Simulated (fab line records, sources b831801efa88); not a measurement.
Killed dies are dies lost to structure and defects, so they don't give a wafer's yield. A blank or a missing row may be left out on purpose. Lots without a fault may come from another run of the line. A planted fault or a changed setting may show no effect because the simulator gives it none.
Which tool did it? | flow gf180mcu | 12 lots, 36 wafers sampled, at 6 steps of a route of 602

WHAT THE GAUGES READ, wafer by wafer
GF_VT_IMPLANT_OVL_MEAS_29. Usual: VT_IMPLANT_02_OVL 0.2 nm, standard deviation 1.4.
lot  | measured     | on         | VT_IMPLANT_02_OVL (nm) | flag
L928 | day 7 10:23  | overlay-02 | 3.7 1.5 2.9            |
L929 | day 7 13:18  | overlay-02 | -1.4 0.5 0.7           |
L930 | day 7 18:04  | overlay-01 | -0.5 -2.8 0.8          |
L931 | day 8 05:28  | overlay-02 | 1.0 0.3 0.4            |
L932 | day 8 06:44  | overlay-01 | -1.3 -0.6 -0.1         |
L933 | day 8 15:25  | overlay-01 | -1.0 -2.1 1.1          |
L934 | day 8 19:59  | overlay-01 | -0.1 -0.8 1.2          |
L940 | day 10 08:08 | overlay-01 | 1.0 0.1 1.0            |
L941 | day 10 17:16 | overlay-01 | -1.1 -1.7 0.0          |
L947 | day 12 06:19 | overlay-01 | 1.9 0.1 1.3            |
L949 | day 12 18:56 | overlay-02 | -1.6 1.1 0.5           |
L951 | day 13 12:26 | overlay-01 | -1.4 -1.8 -2.0         |

GF_VT_IMPLANT_TW_MEAS_43. Usual: VT_IMPLANT_4_TW 693, standard deviation 4.3.
lot  | measured     | on            | VT_IMPLANT_4_TW | flag
L928 | day 8 03:04  | film_metro-04 | 692 694 693     |
L929 | day 8 06:23  | film_metro-01 | 683 686 683     |
L930 | day 8 11:40  | film_metro-02 | 693 691 693     |
L931 | day 8 23:07  | film_metro-01 | 689 685 687     |
L932 | day 9 00:58  | film_metro-04 | 700 695 700     |
L933 | day 9 09:40  | film_metro-01 | 692 691 693     |
L934 | day 9 13:52  | film_metro-02 | 695 695 698     |
L940 | day 11 03:31 | film_metro-04 | 655 653 653     | OFF
L941 | day 11 11:25 | film_metro-02 | 689 693 691     |
L947 | day 13 02:19 | film_metro-04 | 697 698 695     |
L949 | day 13 16:11 | film_metro-01 | 690 690 686     |
L951 | day 14 09:56 | film_metro-04 | 699 695 700     |

GF_VT_IMPLANT_RS_MEAS_49: measures by four-point-probe. Usual: MVPSD_RS 1167.7 ohm/sq, standard deviation 2.9.
lot  | measured     | on            | MVPSD_RS (ohm/sq)    | flag
L928 | day 8 03:39  | film_metro-01 | 1169.3 1172.4 1169.3 |
L929 | day 8 06:59  | film_metro-03 | 1166.0 1165.5 1163.8 |
L930 | day 8 12:14  | film_metro-04 | 1164.8 1164.7 1165.1 |
L931 | day 8 23:41  | film_metro-04 | 1168.7 1168.9 1171.8 |
L932 | day 9 01:33  | film_metro-01 | 1169.4 1167.5 1169.5 |
L933 | day 9 10:18  | film_metro-03 | 1163.4 1171.4 1165.7 |
L934 | day 9 14:26  | film_metro-03 | 1165.9 1166.7 1169.1 |
L940 | day 11 04:06 | film_metro-04 | 1166.8 1166.4 1166.2 |
L941 | day 11 11:59 | film_metro-03 | 1162.9 1167.5 1163.8 |
L947 | day 13 02:53 | film_metro-04 | 1168.1 1170.1 1168.8 |
L949 | day 13 16:49 | film_metro-04 | 1167.8 1168.1 1170.4 |
L951 | day 14 10:31 | film_metro-03 | 1173.3 1170.7 1170.8 |

WHICH TOOL RAN EACH LOT (tool, then ch and the chambers of the sampled wafers, then the start)
lot  | GF_VT_IMPLANT_STRIP_20               | GF_VT_IMPLANT_STRIP_31               | GF_VT_IMPLANT_STRIP_42
L928 | plasma_asher-02 ch 0,1, day 6 18:52  | plasma_asher-04 ch 0,1, day 7 10:34  | plasma_asher-02 ch 0,1, day 8 02:57
L929 | plasma_asher-02 ch 0,1, day 6 20:48  | plasma_asher-03 ch 0,1, day 7 13:30  | plasma_asher-03 ch 0,1, day 8 06:18
L930 | plasma_asher-03 ch 0,1, day 7 02:15  | plasma_asher-04 ch 0,1, day 7 18:16  | plasma_asher-02 ch 0,1, day 8 11:34
L931 | plasma_asher-03 ch 0,1, day 7 12:55  | plasma_asher-02 ch 0,1, day 8 05:39  | plasma_asher-02 ch 0,1, day 8 23:01
L932 | plasma_asher-04 ch 0,1, day 7 14:07  | plasma_asher-04 ch 0,1, day 8 06:55  | plasma_asher-03 ch 0,1, day 9 00:52
L933 | plasma_asher-03 ch 0,1, day 7 22:10  | plasma_asher-03 ch 0,1, day 8 15:36  | plasma_asher-04 ch 0,1, day 9 09:34
L934 | plasma_asher-03 ch 0,1, day 8 02:22  | plasma_asher-02 ch 0,1, day 8 20:10  | plasma_asher-03 ch 0,1, day 9 13:46
L940 | plasma_asher-04 ch 0,1, day 9 13:39  | plasma_asher-04 ch 0,1, day 10 08:19 | plasma_asher-04 ch 1, day 11 03:25
L941 | plasma_asher-04 ch 0,1, day 9 22:55  | plasma_asher-03 ch 0,1, day 10 17:28 | plasma_asher-02 ch 0,1, day 11 11:19
L947 | plasma_asher-04 ch 0,1, day 11 11:01 | plasma_asher-03 ch 0,1, day 12 06:31 | plasma_asher-04 ch 0,1, day 13 02:13
L949 | plasma_asher-02 ch 0,1, day 11 23:02 | plasma_asher-02 ch 0,1, day 12 19:07 | plasma_asher-04 ch 0,1, day 13 16:05
L951 | plasma_asher-02 ch 0,1, day 12 16:36 | plasma_asher-04 ch 0,1, day 13 12:38 | plasma_asher-02 ch 0,1, day 14 09:50
- GF_VT_IMPLANT_STRIP_20: strips in O2/N2.
- GF_VT_IMPLANT_STRIP_31: strips in O2/N2.
- GF_VT_IMPLANT_STRIP_42: strips in O2/N2.

WHAT THE TOOLS THEMSELVES READ (means of the sampled wafers that have a number; where no wafer has one, the mark that the record gives instead)
GF_VT_IMPLANT_STRIP_20. Usual: drypump_motor_current_A 5.7 A, standard deviation 0.52; heater_power_w 328 W, standard deviation 13; oes_product_au 0.703 a.u., standard deviation 0.0046; strip_time_to_endpoint_s 12.87 s, standard deviation 0.033.
lot  | tool            | drypump_motor_current_A (A) | heater_power_w (W) | oes_product_au (a.u.) | strip_time_to_endpoint_s (s) | flag
L928 | plasma_asher-02 | 5.5                         | 328                | 0.701                 | 12.87                        |
L929 | plasma_asher-02 | 5.3                         | 332                | 0.700                 | 12.89                        |
L930 | plasma_asher-03 | 5.9                         | 321                | 0.704                 | 12.88                        |
L931 | plasma_asher-03 | 5.5                         | 315                | 0.701                 | 12.88                        |
L932 | plasma_asher-04 | 6.5                         | 325                | 0.704                 | 12.85                        |
L933 | plasma_asher-03 | 5.5                         | 319                | 0.701                 | 12.84                        |
L934 | plasma_asher-03 | 5.9                         | 323                | 0.701                 | 12.88                        |
L940 | plasma_asher-04 | 6.2                         | 337                | 0.701                 | 12.88                        |
L941 | plasma_asher-04 | 6.3                         | 345                | 0.701                 | 12.86                        |
L947 | plasma_asher-04 | 6.3                         | 342                | 0.703                 | 12.86                        |
L949 | plasma_asher-02 | 5.4                         | 330                | 0.702                 | 12.83                        |
L951 | plasma_asher-02 | 5.5                         | 331                | 0.705                 | 12.90                        |

GF_VT_IMPLANT_STRIP_31. Usual: drypump_motor_current_A 5.8 A, standard deviation 0.55; heater_power_w 328 W, standard deviation 14; oes_product_au 0.716 a.u., standard deviation 0.0046; strip_time_to_endpoint_s 12.61 s, standard deviation 0.042.
lot  | tool            | drypump_motor_current_A (A) | heater_power_w (W) | oes_product_au (a.u.) | strip_time_to_endpoint_s (s) | flag
L928 | plasma_asher-04 | 6.5                         | 327                | 0.721                 | 12.60                        |
L929 | plasma_asher-03 | 5.5                         | 320                | 0.717                 | 12.59                        |
L930 | plasma_asher-04 | 6.3                         | 334                | 0.720                 | 12.65                        |
L931 | plasma_asher-02 | 5.4                         | 329                | 0.710                 | 12.54                        |
L932 | plasma_asher-04 | 6.5                         | 334                | 0.717                 | 12.65                        |
L933 | plasma_asher-03 | 5.9                         | 322                | 0.716                 | 12.68                        |
L934 | plasma_asher-02 | 5.5                         | 325                | 0.711                 | 12.63                        |
L940 | plasma_asher-04 | 6.3                         | 342                | 0.958                 | -                            | OFF
L941 | plasma_asher-03 | 5.5                         | 319                | 0.716                 | 12.64                        |
L947 | plasma_asher-03 | 5.5                         | 317                | 0.714                 | 12.61                        |
L949 | plasma_asher-02 | 5.3                         | 336                | 0.715                 | 12.60                        |
L951 | plasma_asher-04 | 6.5                         | 328                | 0.715                 | 12.60                        |

GF_VT_IMPLANT_STRIP_42. Usual: drypump_motor_current_A 5.8 A, standard deviation 0.56; heater_power_w 328 W, standard deviation 14; oes_product_au 0.716 a.u., standard deviation 0.0044; strip_time_to_endpoint_s 12.61 s, standard deviation 0.049.
lot  | tool            | drypump_motor_current_A (A) | heater_power_w (W) | oes_product_au (a.u.) | strip_time_to_endpoint_s (s) | flag
L928 | plasma_asher-02 | 5.5                         | 331                | 0.715                 | 12.66                        |
L929 | plasma_asher-03 | 5.9                         | 326                | 0.712                 | 12.61                        |
L930 | plasma_asher-02 | 5.4                         | 331                | 0.715                 | 12.65                        |
L931 | plasma_asher-02 | 5.3                         | 333                | 0.715                 | 12.65                        |
L932 | plasma_asher-03 | 5.5                         | 321                | 0.717                 | 12.64                        |
L933 | plasma_asher-04 | 6.3                         | 340                | 0.720                 | 12.58                        |
L934 | plasma_asher-03 | 5.5                         | 317                | 0.715                 | 12.62                        |
L940 | plasma_asher-04 | 6.7                         | 319                | 0.714                 | 13.38                        | OFF
L941 | plasma_asher-02 | 5.4                         | 325                | 0.719                 | 12.63                        |
L947 | plasma_asher-04 | 6.3                         | 342                | 0.716                 | 12.64                        |
L949 | plasma_asher-04 | 6.5                         | 324                | 0.723                 | 12.52                        |
L951 | plasma_asher-02 | 5.5                         | 333                | 0.718                 | 12.68                        |

THE ANSWER, worked out from the rows above alone
Rule: a lot is off if the mean of its wafers that have a number lies more than 3 standard deviations from the usual mean. A lot without any number at a reading at which 4 lots or more have one is off too. The other lots that the step has rows for count as sound. The gauges are gone through in route order, then the tools' own readings, and for those a lot's mean is taken as printed above. The first step at which some lot is off is used, and at that step the reading that is off furthest; a lot without a number counts as furthest.
Off: L940, at GF_VT_IMPLANT_TW_MEAS_43 (VT_IMPLANT_4_TW).
A tool fits if, at a process step before that reading, it ran every lot that is off, and no sound lot after the first of them. The gauges at GF_VT_IMPLANT_TW_MEAS_43 aren't tried: what is off there is off at GF_VT_IMPLANT_STRIP_31 too, on other tools, and a gauge's error can't cause that. None of those tried fits.

WHAT THE SIMULATOR HAD PUT IN
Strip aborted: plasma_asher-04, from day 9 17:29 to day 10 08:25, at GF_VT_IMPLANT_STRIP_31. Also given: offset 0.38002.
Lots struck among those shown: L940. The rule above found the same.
